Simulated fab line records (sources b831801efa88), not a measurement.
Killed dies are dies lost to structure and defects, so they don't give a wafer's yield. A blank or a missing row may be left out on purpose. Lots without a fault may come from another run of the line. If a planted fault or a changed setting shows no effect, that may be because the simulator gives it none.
A struck lot beside a sound one + flow sky130 + 43 steps out of a route of 708
Sound: wafers L246.1, L246.2, L246.4. Struck: wafer L254.4 (left out: L254.1, L254.2 of the same lot, which were not struck); the cause appears at the end.
For every step that has rows: the tool of each side, followed by ch and its chambers, followed by its first start. Under that, the readings that differ: sound wafers + struck wafers + difference of the means + sigmas: that difference in standard deviations of wafers without a fault.
alike: same words and numbers on both sides, and readings whose means sit less than 2 such deviations apart. not compared: any withheld reading, any reading some wafer has no value for, any bound like >300 that may hide the same value, and any number with overlapping values for which the record gives no deviation.
A row with sigmas, a row that says differs or no value, or rows on one side alone: a step with any of these is where the two part. Numbers that have no deviation but don't overlap get no sigmas and don't part them. Lack of a reading on every wafer of one side parts them only where that side has two or more wafers.

first, 1 step without rows for these wafers: SKY_LDD_N_IMPLANT_15.
SKY_LDD_N_STRIP_16: strips in O2/N2.
  sound on plasmaAsher-03 ch 0,1, day 17 21:37; struck on plasmaAsher-04 ch 0, day 21 03:58
| reading                  | sound       | struck | difference | sigmas |
|--------------------------|-------------|--------|------------|--------|
| drypumpMotorCurrentA (A) | 5.0 5.4 4.9 | 6.1    | +1.0       | +3     |
  alike: oesProductAu, stripTimeToEndpointS
  not compared: rfHoursCounterH
SKY_LDD_N_TW_MEAS_17:
  struck on filmMetro-01, day 21 04:04; sound on filmMetro-01, day 17 21:43
  alike: LDD_N_TW
then, 7 steps without rows for these wafers: SKY_LDD_P_DEHYDRATE_00 (time 60 s); SKY_LDD_P_HMDS_01 (prime time 60 s); SKY_LDD_P_COAT_02 (resist thk 1140 nm); SKY_LDD_P_SOFTBAKE_03 (time 60 s); SKY_LDD_P_EXPOSE_04 (exposes mask PSDM, target cd 380 nm); SKY_LDD_P_PEB_05; SKY_LDD_P_DEVELOP_06 (develop time 60 s).
SKY_LDD_P_CD_MEAS_07 targets a cd of 380 nm.
  struck on cdSem-01, day 22 11:06; sound on cdSem-01, day 19 03:40
  alike: cdNm
SKY_LDD_P_OVL_MEAS_08:
  struck on overlay-02, day 22 11:13; sound on overlay-02, day 19 03:47
  alike: LDD_P_OVL
SKY_LDD_P_IMPLANT_09:
  sound on implanter-04 ch 0, day 19 03:50; struck on implanter-04 ch 0, day 22 11:15
  alike: beamOnS
SKY_LDD_P_STRIP_10: strips in O2/N2.
  sound on plasmaAsher-02 ch 0,1, day 19 03:59; struck on plasmaAsher-04 ch 1, day 22 11:24
  alike: drypumpMotorCurrentA, oesProductAu, stripTimeToEndpointS
  not compared: rfHoursCounterH
SKY_LDD_P_TW_MEAS_11:
  struck on filmMetro-02, day 22 11:30; sound on filmMetro-03, day 19 04:05
| reading  | sound       | struck | difference | sigmas |
|----------|-------------|--------|------------|--------|
| LDD_P_TW | 632 634 640 | 616    | -19        | -4     |
then, 7 steps without rows for these wafers: SKY_LDD_HVN_DEHYDRATE_00 (time 60 s); SKY_LDD_HVN_HMDS_01 (prime time 60 s); SKY_LDD_HVN_COAT_02 (resist thk 300 nm); SKY_LDD_HVN_SOFTBAKE_03 (time 60 s); SKY_LDD_HVN_EXPOSE_04 (exposes mask HVNTM, target cd 700 nm); SKY_LDD_HVN_PEB_05; SKY_LDD_HVN_DEVELOP_06 (develop time 60 s).
SKY_LDD_HVN_OVL_MEAS_07:
  struck on overlay-01, day 23 16:41; sound on overlay-01, day 20 10:08
  alike: LDD_HVN_OVL
then, 1 step without rows for these wafers: SKY_LDD_HVN_IMPLANT_08.
SKY_LDD_HVN_STRIP_09: strips in O2/N2.
  sound on plasmaAsher-02 ch 0,1, day 20 10:19; struck on plasmaAsher-01 ch 0, day 23 16:52
| reading             | sound             | struck | difference | sigmas |
|---------------------|-------------------|--------|------------|--------|
| oesProductAu (a.u.) | 0.405 0.401 0.406 | 0.417  | +0.013     | +3     |
  alike: drypumpMotorCurrentA, stripTimeToEndpointS
  not compared: rfHoursCounterH
SKY_LDD_HVN_TW_MEAS_10:
  struck on filmMetro-03, day 23 16:58; sound on filmMetro-01, day 20 10:25
  alike: LDD_HVN_TW
then, 7 steps without rows for these wafers: SKY_LDD_HVP_DEHYDRATE_00 (time 60 s); SKY_LDD_HVP_HMDS_01 (prime time 60 s); SKY_LDD_HVP_COAT_02 (resist thk 300 nm); SKY_LDD_HVP_SOFTBAKE_03 (time 60 s); SKY_LDD_HVP_EXPOSE_04 (exposes mask HVPTM, target cd 700 nm); SKY_LDD_HVP_PEB_05; SKY_LDD_HVP_DEVELOP_06 (develop time 60 s).
SKY_LDD_HVP_OVL_MEAS_07:
  struck on overlay-01, day 24 22:44; sound on overlay-02, day 21 17:13
  alike: LDD_HVP_OVL
then, 1 step without rows for these wafers: SKY_LDD_HVP_IMPLANT_08.
SKY_LDD_HVP_STRIP_09: strips in O2/N2.
  sound on plasmaAsher-03 ch 0,1, day 21 17:25; struck on plasmaAsher-02 ch 1, day 24 22:56
  alike: drypumpMotorCurrentA, oesProductAu, stripTimeToEndpointS
  not compared: rfHoursCounterH
SKY_LDD_HVP_TW_MEAS_10:
  struck on filmMetro-01, day 24 23:02; sound on filmMetro-03, day 21 17:31
  alike: LDD_HVP_TW
then, 5 steps without rows for these wafers: SKY_LDD_LDN_DEHYDRATE_00 (time 60 s); SKY_LDD_LDN_HMDS_01 (prime time 60 s); SKY_LDD_LDN_COAT_02 (resist thk 1140 nm); SKY_LDD_LDN_SOFTBAKE_03 (time 60 s); SKY_LDD_LDN_EXPOSE_04 (exposes mask LDNTM, target cd 700 nm).
-- a jump in the record: the struck wafers' starts before and after are 23 days apart (it breaks off in module LDD_LDN and resumes in module PAD_OPEN, where the first step shown is number 708 of the route) --
SKY_PAD_OPEN_PROBE_99:
  struck on prober-02, day 47 22:58; sound on prober-02, day 45 21:54
| reading                        | sound                   | struck  | difference | sigmas |
|--------------------------------|-------------------------|---------|------------|--------|
| killed_at_M4_up                | 4 1 1                   | 7       | +5         | +3     |
| model.etest.tipP.rsOhmSqRange  | 191.4 219.6 193.1       | 2438    | +2237      |        |
| model.etest.pfet_01v8.vtVRange | 0.0121 0.007951 0.01102 | 0.03422 | +0.02386   |        |
  alike: killed_at_M0_to_M3, killedAtContacts, killedAtFrontEnd, killedAtOther, killedDies, killedOpen, killedShort

== WHERE THEY PART ==
First at SKY_LDD_N_STRIP_16; last, within this record, at SKY_PAD_OPEN_PROBE_99.

WHY: whatever the simulator had introduced
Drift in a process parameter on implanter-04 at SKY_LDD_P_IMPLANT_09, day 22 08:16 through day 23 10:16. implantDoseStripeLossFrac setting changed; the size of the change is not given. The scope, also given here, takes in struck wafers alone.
